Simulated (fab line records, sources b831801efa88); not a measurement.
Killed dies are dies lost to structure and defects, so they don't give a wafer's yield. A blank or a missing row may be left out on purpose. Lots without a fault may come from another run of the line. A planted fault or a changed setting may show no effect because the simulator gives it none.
fab line records | flow gf180mcu
record lots=24 wafers=72 last_day=34
route steps=602 shown STI@26 V3@431 V4@494 M5@537 V5@544
lots that met no fault: from a run of the same line without faults
start_h: hours from the record's first day to the start of the lot's first wafer shown | wait_h: hours since the lot's step before | " the same as in the row above | L1.1+2: a row that stands for several wafers | - no value, or no start given | * or withheld: withheld | < > ~ a bound
route shown NAME@n: a module of which the file shows steps, and the number in the route of the first | usual: mean/standard deviation of fault-free wafers | same: alike in all rows | chamber/n: place in a boat | sites: the reading at each site | _std_site: their standard deviation | _edge_site: outer sites' mean less inner sites' | radius_mm: how far each site lies from the wafer's centre | mask NAME#n: copy n | behind: the tool/chamber that last shaped the wafer | hold: why the lot was held/for how many hours/how that ended | device: the transistor (n, p or np) that didn't switch | end of line: the same wafers' tests at the end of the route | a step without rows: its recipe alone | killed: dies lost to structure and defects at the first sort, not the wafer's yield | map: a wafer's dies, x killed, . not, _ none there
set.NAME: the setting as run; set.NAME@STEP: as run at that earlier step | model.NAME: the simulator's own value behind a step, which no gauge read
steps of the route over a sample of lots; a table a step, a row a wafer
services: from which hour (start_h, from the record's first day; less than 0 if before it) a tool's chamber was out of use, for how many hours, and why
## steps
# step GF_STI_CMP_25
# recipe stop_on=Si3N4 t_overpolish_s=33 down_force_psi=4 platen_rpm=60 target_thk_nm=524.6 pad_velocity_m_s=0.94248
# usual edge_zone_pressure_frac=0.999/0.0054 motor_current_A=11.5/0.94 overpolish_run_s=33.000/0.0087 time_to_endpoint_s=123/7.3
# columns lot.wafer tool chamber start_h wait_h edge_zone_pressure_frac motor_current_A overpolish_run_s time_to_endpoint_s
L074.4 cmp-01 3 27.67 0.1 1.001 11.9 32.998 121
L074.3 " 0 " " 1.006 10.6 32.999 141
L074.1 " 1 " " 1.016 12.6 32.991 126
L075.1 cmp-01 2 33.80 0.1 0.996 10.5 33.004 126
L075.5 " 0 " " 0.999 10.6 33.011 133
L075.6 " 1 " " 1.000 12.8 33.000 123
L076.1 cmp-01 3 38.17 0.1 1.005 11.9 33.003 122
L076.4 " 2 " " 0.998 10.9 33.014 122
L076.6 " 0 " " 1.002 10.4 33.006 128
L077.1 cmp-01 2 43.65 0.1 0.994 10.4 33.006 130
L077.5 " 1 " " 0.996 13.3 32.998 122
L077.6 " 2 " " 1.000 11.0 32.988 126
L078.4 cmp-01 3 48.56 0.1 1.004 11.5 32.987 117
L078.1 " 0 " " 0.994 10.5 32.992 132
L078.5 " 2 " " 0.992 10.2 33.000 126
L079.2 cmp-01 1 53.07 0.0 1.001 11.9 33.021 121
L079.4 " 2 " " 1.001 10.2 33.005 130
L079.5 " 2 " " 0.996 10.1 32.993 134
L080.1 cmp-01 1 59.07 0.1 0.998 12.2 32.988 122
L080.4 " 2 " " 1.000 9.9 33.000 127
L080.5 " 1 " " 0.996 13.0 32.987 118
L081.1 cmp-01 2 65.93 0.5 0.992 10.3 33.010 126
L081.2 " 0 " " 0.995 10.8 33.009 133
L081.6 " 2 " " 0.998 9.9 32.992 124
L082.4 cmp-02 2 69.50 0.1 1.003 12.3 32.992 128
L082.6 " 0 " " 0.994 11.0 33.010 123
L082.5 " 1 " " 0.992 11.3 32.997 118
L083.1 cmp-01 2 73.30 0.1 1.002 10.4 32.996 123
L083.5 " 2 " " 1.005 9.9 32.993 126
L083.6 " 3 " " 1.008 12.4 32.974 121
L084.4 cmp-02 2 78.81 0.1 0.994 12.4 33.010 120
L084.2 " 0 " " 1.004 11.1 32.988 116
L084.6 " 2 " " 1.003 11.9 32.991 120
L085.2 cmp-01 3 86.04 0.1 1.001 12.2 33.002 121
L085.4 " 0 " " 1.001 10.8 32.997 136
L085.6 " 3 " " 0.998 12.1 33.008 130
L086.3 cmp-02 3 89.09 0.2 0.996 12.6 33.001 129
L086.5 " 0 " " 0.995 11.1 32.996 111
L086.6 " 1 " " 0.991 10.7 33.010 109
L087.3 cmp-02 0 95.71 0.1 0.999 10.6 32.994 113
L087.1 " 1 " " 0.998 11.2 33.014 107
L087.6 " 3 " " 1.006 13.3 32.993 128
L088.2 cmp-02 1 99.55 0.0 1.004 12.0 33.010 111
L088.1 " 0 " " 0.997 11.0 32.994 113
L088.6 " 2 " " 1.004 11.9 33.003 119
L089.1 cmp-02 0 104.85 0.1 0.997 11.0 32.998 118
L089.4 " 1 " " 0.998 11.6 33.006 115
L089.6 " 0 " " 1.003 11.1 33.004 117
L090.4 cmp-01 1 110.69 0.1 0.999 13.1 33.006 117
L090.1 " 2 " " 0.999 10.0 33.005 130
L090.6 " 0 " " 0.997 10.5 33.008 130
L091.3 cmp-01 1 115.14 0.0 0.998 12.3 32.993 117
L091.1 " 3 " " 0.987 12.0 33.004 120
L091.2 " 0 " " 0.996 10.7 33.024 135
L092.1 cmp-02 2 119.64 0.1 1.002 11.5 32.978 127
L092.5 " 1 " " 1.002 11.4 32.996 109
L092.6 " 2 " " 1.011 12.3 32.995 121
L093.2 cmp-01 1 125.96 0.1 1.001 12.7 33.006 120
L093.4 " 2 " " 1.016 10.0 33.014 124
L093.5 " 3 " " 0.991 12.1 33.005 120
L094.1 cmp-01 1 130.47 0.1 1.001 12.7 32.993 116
L094.2 " 3 " " 0.997 12.6 32.989 120
L094.6 " 1 " " 1.002 12.3 33.003 119
L095.4 cmp-01 1 136.21 0.0 1.002 12.1 32.992 116
L095.1 " 0 " " 1.003 10.2 33.013 126
L095.5 " 1 " " 1.000 12.6 33.006 119
L096.4 cmp-02 0 140.66 0.1 1.007 10.8 33.000 120
L096.1 " 1 " " 0.997 11.5 33.005 116
L096.5 " 3 " " 0.996 12.9 32.987 138
L097.1 cmp-01 1 148.35 0.1 0.994 12.5 33.008 124
L097.2 " 2 " " 1.007 9.8 33.002 129
L097.5 " 3 " " 1.000 11.9 32.992 121
# step GF_V3_CVD_02
# recipe material=SiO2 target_thk_nm=850 precursor=TEOS temp_c=400 time_s=94.851 rf_w=600
# usual heater_power_w=708/130
# columns lot.wafer tool chamber start_h wait_h heater_power_w
L074.1 pecvd-01 2 489.95 0.1 698
L074.3 " 0 " " 905
L074.4 " 1 " " 552
L075.1 pecvd-02 2 492.22 0.1 519
L075.5 " 1 " " 770
L075.6 " 2 " " 571
L076.1 pecvd-02 2 501.64 0.1 599
L076.4 " 0 " " 533
L076.6 " 2 " " 647
L077.1 pecvd-02 0 520.75 0.1 641
L077.5 " 1 " " 883
L077.6 " 2 " " 509
L078.1 pecvd-04 2 530.26 0.1 698
L078.4 " 2 " " 766
L078.5 " 1 " " 685
L080.1 pecvd-01 1 548.81 0.1 585
L080.4 " 1 " " 461
L080.5 " 0 " " 793
L079.2 pecvd-02 0 550.95 0.0 575
L079.4 " 0 " " 605
L079.5 " 2 " " 638
L082.4 pecvd-01 2 561.38 0.1 757
L082.5 " 1 " " 568
L082.6 " 0 " " 797
L081.1 pecvd-02 1 562.87 0.1 959
L081.2 " 2 " " 597
L081.6 " 2 " " 640
L083.1 pecvd-04 2 570.83 0.1 792
L083.5 " 1 " " 548
L083.6 " 2 " " 675
L084.2 pecvd-04 0 580.82 0.0 839
L084.4 " 1 " " 644
L084.6 " 0 " " 668
L085.2 pecvd-04 0 589.26 0.0 810
L085.4 " 1 " " 660
L085.6 " 2 " " 779
L086.3 pecvd-02 2 590.78 0.0 637
L086.5 " 2 " " 514
L086.6 " 0 " " 677
L087.1 pecvd-01 2 603.76 0.1 788
L087.3 " 0 " " 819
L087.6 " 2 " " 633
L088.1 pecvd-04 2 604.77 0.1 804
L088.2 " 0 " " 801
L088.6 " 1 " " 692
L089.1 pecvd-04 1 613.45 0.1 667
L089.4 " 0 " " 740
L089.6 " 1 " " 546
L090.1 pecvd-02 0 619.84 0.1 533
L090.4 " 2 " " 609
L090.6 " 1 " " 917
L091.1 pecvd-04 0 622.04 0.1 832
L091.2 " 2 " " 790
L091.3 " 1 " " 665
L092.1 pecvd-04 0 630.52 0.1 803
L092.5 " 0 " " 659
L092.6 " 1 " " 665
L093.2 pecvd-01 2 641.17 0.0 749
L093.4 " 2 " " 816
L093.5 " 0 " " 800
L094.1 pecvd-01 1 645.47 0.1 529
L094.2 " 0 " " 815
L094.6 " 1 " " 571
L095.1 pecvd-04 1 652.26 0.1 666
L095.4 " 0 " " 784
L095.5 " 1 " " 539
L096.1 pecvd-01 1 660.42 0.1 502
L096.4 " 0 " " 797
L096.5 " 2 " " 765
L097.1 pecvd-02 2 668.63 0.1 571
L097.2 " 0 " " 646
L097.5 " 1 " " 935
# step GF_V4_STRIP_18
# recipe chemistry=O2/N2 power_w=1400 pressure_mtorr=1500 platen_temp_c=250 o2_flow_sccm=3000 n2_flow_sccm=300 overash_fraction=0.5
# usual drypump_motor_current_A=5.8/0.43 heater_power_w=349/30 oes_product_au=0.593/0.0047
# columns lot.wafer tool chamber start_h wait_h drypump_motor_current_A heater_power_w oes_product_au rf_hours_counter_h
L074.1 plasma_asher-03 0 562.70 - 5.4 330 0.598 49
L074.3 " 1 " " 6.0 363 0.592 -
L074.4 " 0 " " 5.4 324 0.594 -
L075.1 plasma_asher-03 1 564.60 - 6.0 365 0.592 49
L075.5 " 1 " " 6.0 356 0.587 -
L075.6 " 0 " " 5.4 340 0.590 -
L076.1 plasma_asher-03 1 572.71 - 6.1 375 0.581 50
L076.4 " 0 " " 5.5 320 0.587 -
L076.6 " 1 " " 6.1 359 0.587 -
L077.1 plasma_asher-02 1 591.25 - 6.2 304 0.594 17
L077.5 " 0 " " 5.9 378 0.589 -
L077.6 " 1 " " 6.2 306 0.588 -
L078.1 plasma_asher-02 0 600.20 - 5.8 363 0.595 18
L078.4 " 0 " " 5.8 370 0.586 -
L078.5 " 0 " " 5.8 359 0.604 -
L080.1 plasma_asher-02 1 614.85 - 6.2 301 0.594 19
L080.4 " 0 " " 5.8 375 0.586 -
L080.5 " 0 " " 5.8 375 0.600 -
L079.2 plasma_asher-01 1 617.20 - 4.7 368 0.593 86
L079.4 " 0 " " 5.9 381 0.589 -
L079.5 " 1 " " 4.8 376 0.592 -
L082.4 plasma_asher-02 0 625.94 - 5.8 369 0.601 -
L082.5 " 0 " " 5.8 366 0.595 -
L082.6 " 1 " " 6.2 304 0.595 -
L081.1 plasma_asher-01 1 627.25 - 4.8 374 0.598 87
L081.2 " 0 " " 5.9 382 0.602 87
L081.6 " 1 " " 4.8 367 0.592 -
L083.1 plasma_asher-03 1 634.50 - 6.1 372 0.595 56
L083.5 " 1 " " 6.0 364 0.592 -
L083.6 " 0 " " 5.4 319 0.596 -
L084.2 plasma_asher-03 1 643.80 - 6.0 373 0.588 58
L084.4 " 0 " " 5.4 330 0.598 -
L084.6 " 1 " " 6.0 368 0.597 -
L085.2 plasma_asher-02 0 652.14 - 5.8 366 0.592 24
L085.4 " 1 " " 6.2 306 0.590 -
L085.6 " 0 " " 5.8 368 0.593 -
L086.3 plasma_asher-03 0 652.99 - 5.4 327 0.593 -
L086.5 " 0 " " 5.4 329 0.597 -
L086.6 " 1 " " 6.1 371 0.594 -
L087.1 plasma_asher-01 0 664.85 - 5.9 370 0.591 89
L087.3 " 0 " " 5.9 381 0.591 -
L087.6 " 0 " " 5.9 376 0.593 -
L088.1 plasma_asher-02 1 666.41 - 6.2 293 0.597 25
L088.2 " 0 " " 5.8 383 0.591 25
L088.6 " 1 " " 6.2 301 0.588 -
L089.1 plasma_asher-01 1 676.24 - 4.7 384 0.591 90
L089.4 " 1 " " 4.7 362 0.584 -
L089.6 " 0 " " 5.9 369 0.598 -
L090.1 plasma_asher-03 0 682.70 - 5.4 325 0.597 62
L090.4 " 0 " " 5.4 330 0.598 -
L090.6 " 0 " " 5.4 329 0.589 -
L091.1 plasma_asher-03 1 684.51 - 6.1 360 0.583 63
L091.2 " 0 " " 5.4 334 0.588 63
L091.3 " 1 " " 6.1 363 0.599 -
L092.1 plasma_asher-02 0 691.96 - 5.8 374 0.594 28
L092.5 " 1 " " 6.2 300 0.588 -
L092.6 " 0 " " 5.8 377 0.601 -
L093.2 plasma_asher-03 1 703.14 - 6.1 358 0.595 65
L093.4 " 1 " " 6.1 359 0.598 -
L093.5 " 1 " " 6.1 372 0.589 -
L094.1 plasma_asher-03 0 706.25 - 5.4 329 0.593 65
L094.2 " 1 " " 6.0 363 0.589 65
L094.6 " 1 " " 6.0 355 0.595 -
L095.1 plasma_asher-02 1 711.94 - 6.2 299 0.594 30
L095.4 " 1 " " 6.2 296 0.596 -
L095.5 " 0 " " 5.9 381 0.597 -
L096.1 plasma_asher-01 0 719.55 - 5.9 373 0.598 94
L096.4 " 0 " " 5.9 372 0.594 -
L096.5 " 0 " " 5.9 384 0.594 -
L097.1 plasma_asher-02 1 727.86 - 6.2 298 0.589 32
L097.2 " 0 " " 5.9 371 0.592 32
L097.5 " 0 " " 5.8 360 0.587 -
# step GF_V4_THK_MEAS_25
# recipe thk_meas_gauge=xrf reads=W_of_V4_CVD_23
# usual V4_W_THK=369/5.7
# columns lot.wafer tool chamber start_h wait_h V4_W_THK[nm]
L074.1 film_metro-04 - 563.56 0.1 368
L074.3 " - " " 363
L074.4 " - " " 370
L075.1 film_metro-01 - 565.47 0.1 368
L075.5 " - " " 371
L075.6 " - " " 366
L076.1 film_metro-01 - 573.57 0.1 368
L076.4 " - " " 367
L076.6 " - " " 365
L077.1 film_metro-03 - 592.18 0.1 376
L077.5 " - " " 366
L077.6 " - " " 374
L078.1 film_metro-03 - 601.07 0.1 384
L078.4 " - " " 383
L078.5 " - " " 388
L080.1 film_metro-01 - 615.75 0.1 370
L080.4 " - " " 370
L080.5 " - " " 378
L079.2 film_metro-04 - 618.11 0.1 363
L079.4 " - " " 361
L079.5 " - " " 365
L082.4 film_metro-03 - 626.80 0.1 375
L082.5 " - " " 375
L082.6 " - " " 374
L081.1 film_metro-03 - 628.13 0.1 370
L081.2 " - " " 371
L081.6 " - " " 364
L083.1 film_metro-01 - 635.40 0.1 365
L083.5 " - " " 363
L083.6 " - " " 365
L084.2 film_metro-04 - 644.67 0.1 374
L084.4 " - " " 371
L084.6 " - " " 366
L085.2 film_metro-03 - 653.02 0.1 372
L085.4 " - " " 371
L085.6 " - " " 370
L086.3 film_metro-04 - 653.84 0.1 358
L086.5 " - " " 359
L086.6 " - " " 366
L087.1 film_metro-04 - 665.72 0.1 365
L087.3 " - " " 366
L087.6 " - " " 370
L088.1 film_metro-01 - 667.27 0.1 371
L088.2 " - " " 365
L088.6 " - " " 368
L089.1 film_metro-04 - 677.11 0.1 377
L089.4 " - " " 369
L089.6 " - " " 367
L090.1 film_metro-01 - 683.57 0.1 367
L090.4 " - " " 371
L090.6 " - " " 367
L091.1 film_metro-03 - 685.37 0.1 378
L091.2 " - " " 368
L091.3 " - " " 368
L092.1 film_metro-04 - 692.82 0.1 378
L092.5 " - " " 367
L092.6 " - " " 374
L093.2 film_metro-03 - 704.03 0.1 369
L093.4 " - " " 366
L093.5 " - " " 367
L094.1 film_metro-01 - 707.12 0.1 363
L094.2 " - " " 373
L094.6 " - " " 365
L095.1 film_metro-04 - 712.89 0.1 359
L095.4 " - " " 363
L095.5 " - " " 358
L096.1 film_metro-04 - 720.42 0.1 362
L096.4 " - " " 361
L096.5 " - " " 363
L097.1 film_metro-01 - 728.77 0.1 374
L097.2 " - " " 369
L097.5 " - " " 373
# step GF_M5_STRIP_11
# recipe chemistry=O2/N2 power_w=1400 pressure_mtorr=1500 platen_temp_c=250 o2_flow_sccm=3000 n2_flow_sccm=300 overash_fraction=0.5
# usual drypump_motor_current_A=5.6/0.52 heater_power_w=347/30 oes_product_au=0.543/0.0051 strip_time_to_endpoint_s=7.49/0.058
# columns lot.wafer tool chamber start_h wait_h drypump_motor_current_A heater_power_w oes_product_au rf_hours_counter_h strip_time_to_endpoint_s
L074.1 plasma_asher-01 0 607.75 0.1 5.9 369 0.532 85 7.43
L074.3 " 1 " " 4.8 367 0.544 - 7.41
L074.4 " 0 " " 5.9 370 0.540 - 7.53
L075.1 plasma_asher-01 0 609.01 0.1 5.9 389 0.543 85 7.53
L075.5 " 0 " " 5.9 388 0.531 - 7.39
L075.6 " 1 " " 4.7 368 0.541 - 7.52
L076.1 plasma_asher-04 1 615.21 0.1 6.0 311 0.539 97 7.43
L076.4 " 1 " " 6.1 308 0.547 - 7.42
L076.6 " 1 " " 6.1 312 0.555 - 7.59
L077.1 plasma_asher-04 0 638.66 0.1 5.2 348 0.553 99 7.66
L077.5 " 0 " " 5.2 338 0.551 - 7.53
L077.6 " 1 " " 6.1 310 0.546 - 7.62
L078.1 plasma_asher-04 0 641.23 0.1 5.2 348 0.545 100 7.46
L078.4 " 1 " " 6.1 312 0.542 - 7.50
L078.5 " 0 " " 5.2 349 0.542 - 7.46
L080.1 plasma_asher-04 0 657.06 0.1 5.2 339 0.542 102 7.52
L080.4 " 1 " " 6.1 305 0.543 - 7.49
L080.5 " 0 " " 5.2 347 0.538 - 7.49
L079.2 plasma_asher-01 0 660.17 0.1 5.9 375 0.553 88 7.50
L079.4 " 1 " " 4.8 377 0.548 - 7.49
L079.5 " 0 " " 5.9 376 0.544 - 7.47
L082.4 plasma_asher-04 0 667.48 0.1 5.2 343 0.546 - 7.38
L082.5 " 0 " " 5.2 345 0.533 - 7.40
L082.6 " 1 " " 6.1 307 0.540 - 7.57
L081.1 plasma_asher-04 1 668.82 0.2 6.1 303 0.538 103 7.47
L081.2 " 0 " " 5.2 352 0.549 103 7.47
L081.6 " 1 " " 6.1 314 0.539 - 7.48
L083.1 plasma_asher-04 0 674.81 0.1 5.2 347 0.542 104 7.50
L083.5 " 0 " " 5.2 347 0.539 - 7.53
L083.6 " 1 " " 6.0 309 0.544 - 7.53
L084.2 plasma_asher-02 0 684.63 0.1 5.8 374 0.535 27 7.55
L084.4 " 0 " " 5.8 375 0.545 - 7.57
L084.6 " 0 " " 5.8 373 0.542 - 7.51
L085.2 plasma_asher-04 0 691.61 0.1 5.2 347 0.537 105 7.49
L085.4 " 0 " " 5.2 349 0.548 - 7.52
L085.6 " 0 " " 5.2 342 0.548 - 7.51
L086.3 plasma_asher-04 0 692.91 0.1 5.2 345 0.548 - 7.58
L086.5 " 0 " " 5.2 354 0.549 - 7.56
L086.6 " 1 " " 6.0 303 0.546 - 7.47
L087.1 plasma_asher-01 1 705.18 0.1 4.8 381 0.544 93 7.59
L087.3 " 0 " " 5.9 381 0.547 - 7.58
L087.6 " 0 " " 5.9 381 0.552 - 7.58
L088.1 plasma_asher-02 0 706.28 0.1 5.8 379 0.550 30 7.57
L088.2 " 1 " " 6.2 303 0.551 30 7.44
L088.6 " 1 " " 6.2 300 0.543 - 7.46
L089.1 plasma_asher-02 1 715.78 0.1 6.2 303 0.544 30 7.47
L089.4 " 0 " " 5.9 379 0.541 - 7.43
L089.6 " 0 " " 5.9 377 0.541 - 7.46
L090.1 plasma_asher-04 0 721.41 0.1 5.2 350 0.544 108 7.55
L090.4 " 0 " " 5.2 353 0.549 - 7.55
L090.6 " 1 " " 6.0 307 0.547 - 7.52
L091.1 plasma_asher-01 0 723.91 0.1 5.9 383 0.542 95 7.45
L091.2 " 1 " " 4.7 369 0.540 95 7.58
L091.3 " 1 " " 4.7 380 0.541 - 7.41
L092.1 plasma_asher-01 1 729.76 0.1 4.7 372 0.538 96 7.43
L092.5 " 1 " " 4.7 381 0.541 - 7.48
L092.6 " 0 " " 5.9 382 0.531 - 7.43
L093.2 plasma_asher-01 1 741.43 0.1 4.7 377 0.537 97 7.43
L093.4 " 0 " " 5.9 378 0.544 - 7.45
L093.5 " 1 " " 4.8 376 0.541 - 7.48
L094.1 plasma_asher-04 0 744.38 0.1 5.2 337 0.540 0 7.38
L094.2 " 1 " " 6.1 317 0.544 0 7.55
L094.6 " 0 " " 5.2 337 0.538 - 7.38
L095.1 plasma_asher-04 1 747.93 0.1 6.0 322 0.546 0 7.53
L095.4 " 1 " " 6.1 327 0.548 - 7.52
L095.5 " 1 " " 6.0 322 0.540 - 7.41
L096.1 plasma_asher-01 0 756.56 0.1 5.9 374 0.541 99 7.45
L096.4 " 1 " " 4.8 374 0.542 - 7.57
L096.5 " 1 " " 4.8 378 0.532 - 7.55
L097.1 plasma_asher-01 0 763.59 0.1 5.9 386 0.544 100 7.42
L097.2 " 1 " " 4.8 370 0.533 100 7.42
L097.5 " 0 " " 5.9 376 0.536 - 7.44
# step GF_V5_CMP_04
# recipe material=SiO2 down_force_psi=4 platen_rpm=60 pad_velocity_m_s=0.94248
# usual edge_zone_pressure_frac=0.999/0.0055 motor_current_A=11.7/0.87
# columns lot.wafer tool chamber start_h wait_h edge_zone_pressure_frac motor_current_A
L074.1 cmp-02 3 608.56 0.1 1.001 12.6
L074.4 " 1 " " 1.012 11.5
L074.3 " 2 " " 0.997 12.7
L075.1 cmp-01 3 609.97 0.2 0.992 11.9
L075.6 " 0 " " 0.998 10.1
L075.5 " 1 " " 1.002 13.1
L076.1 cmp-02 1 616.16 0.2 1.004 11.1
L076.4 " 2 " " 0.996 11.9
L076.6 " 1 " " 1.002 11.6
L077.1 cmp-02 1 639.62 0.2 0.998 11.5
L077.5 " 2 " " 1.000 12.6
L077.6 " 3 " " 0.994 13.0
L078.1 cmp-02 3 642.03 0.1 0.997 12.5
L078.4 " 2 " " 0.999 12.0
L078.5 " 0 " " 1.000 10.9
L080.4 cmp-02 1 657.87 0.0 1.004 12.1
L080.1 " 3 " " 1.005 13.0
L080.5 " 1 " " 0.997 11.9
L079.4 cmp-01 2 660.98 0.0 1.000 10.0
L079.2 " 1 " " 1.000 13.0
L079.5 " 2 " " 0.992 10.4
L082.4 cmp-02 1 668.34 0.1 0.997 11.4
L082.6 " 0 " " 0.995 11.4
L082.5 " 1 " " 0.989 11.1
L081.2 cmp-02 0 669.76 0.1 1.000 10.9
L081.1 " 1 " " 0.989 11.4
L081.6 " 3 " " 1.001 13.0
L083.1 cmp-01 0 675.67 0.1 0.994 10.6
L083.5 " 3 " " 0.996 12.1
L083.6 " 0 " " 0.997 11.2
L084.4 cmp-01 3 685.54 0.1 1.001 12.1
L084.2 " 0 " " 0.997 10.6
L084.6 " 3 " " 0.994 12.4
L085.2 cmp-01 1 692.52 0.1 0.996 12.5
L085.4 " 2 " " 0.999 10.8
L085.6 " 0 " " 1.000 11.2
L086.3 cmp-01 2 693.68 0.0 0.997 10.6
L086.5 " 2 " " 1.005 10.4
L086.6 " 3 " " 0.997 12.6
L087.3 cmp-01 2 706.33 0.3 0.983 10.4
L087.1 " 0 " " 0.984 10.6
L087.6 " 1 " " 1.002 12.8
L088.2 cmp-01 1 707.19 0.1 1.005 13.0
L088.1 " 2 " " 0.995 10.7
L088.6 " 1 " " 1.004 12.3
L089.4 cmp-02 3 716.71 0.1 0.998 11.8
L089.1 " 0 " " 0.988 11.1
L089.6 " 3 " " 1.005 13.2
L090.4 cmp-02 0 722.25 0.0 0.992 10.8
L090.1 " 2 " " 0.996 12.0
L090.6 " 0 " " 0.994 10.7
L091.1 cmp-02 3 724.75 0.1 1.002 12.0
L091.2 " 1 " " 1.000 11.3
L091.3 " 2 " " 1.004 12.6
L092.1 cmp-02 0 730.67 0.1 1.004 10.9
L092.5 " 2 " " 1.000 12.0
L092.6 " 3 " " 1.001 12.3
L093.4 cmp-02 2 742.77 0.1 1.002 12.0
L093.2 " 3 " " 0.996 12.5
L093.5 " 0 " " 1.003 11.4
L094.2 cmp-01 1 745.43 0.3 0.999 12.9
L094.1 " 2 " " 1.004 10.4
L094.6 " 1 " " 0.994 12.6
L095.4 cmp-02 2 748.76 0.0 0.992 12.2
L095.1 " 1 " " 0.997 11.4
L095.5 " 2 " " 0.990 12.1
L096.4 cmp-02 1 757.47 0.1 1.000 11.5
L096.1 " 2 " " 0.997 12.1
L096.5 " 3 " " 0.987 12.1
L097.1 cmp-01 0 764.75 0.4 1.009 10.0
L097.2 " 1 " " 0.994 13.1
L097.5 " 3 " " 1.003 12.0
## services
# columns tool chamber start_h hours kind
cmp-02 - 25.06 5.6 pm
cmp-02 - 33.94 8.1 pm
cmp-02 - 42.38 0.9 repair
cmp-02 - 42.42 2.4 repair
cmp-02 - 64.20 4.0 pm
cmp-01 - 120.83 1.4 repair
cmp-01 - 219.38 2.1 repair
cmp-01 - 231.37 0.5 repair
cmp-01 - 232.00 4.0 pm
cmp-01 - 249.03 2.5 repair
cmp-01 - 251.55 5.5 pm
cmp-01 - 265.84 0.3 repair
cmp-01 - 275.20 1.8 repair
cmp-01 - 351.48 9.0 repair
cmp-01 - 446.18 0.4 repair
cmp-01 - 460.91 1.7 repair
cmp-01 - 492.65 7.2 pm
cmp-01 - 524.72 2.5 repair
cmp-01 - 572.00 4.0 pm
cmp-01 - 573.08 0.6 repair
cmp-01 - 619.11 6.0 pm
cmp-01 - 686.69 0.5 repair
cmp-01 - 731.50 2.3 repair
cmp-01 - 762.31 0.2 repair
## key
fault none
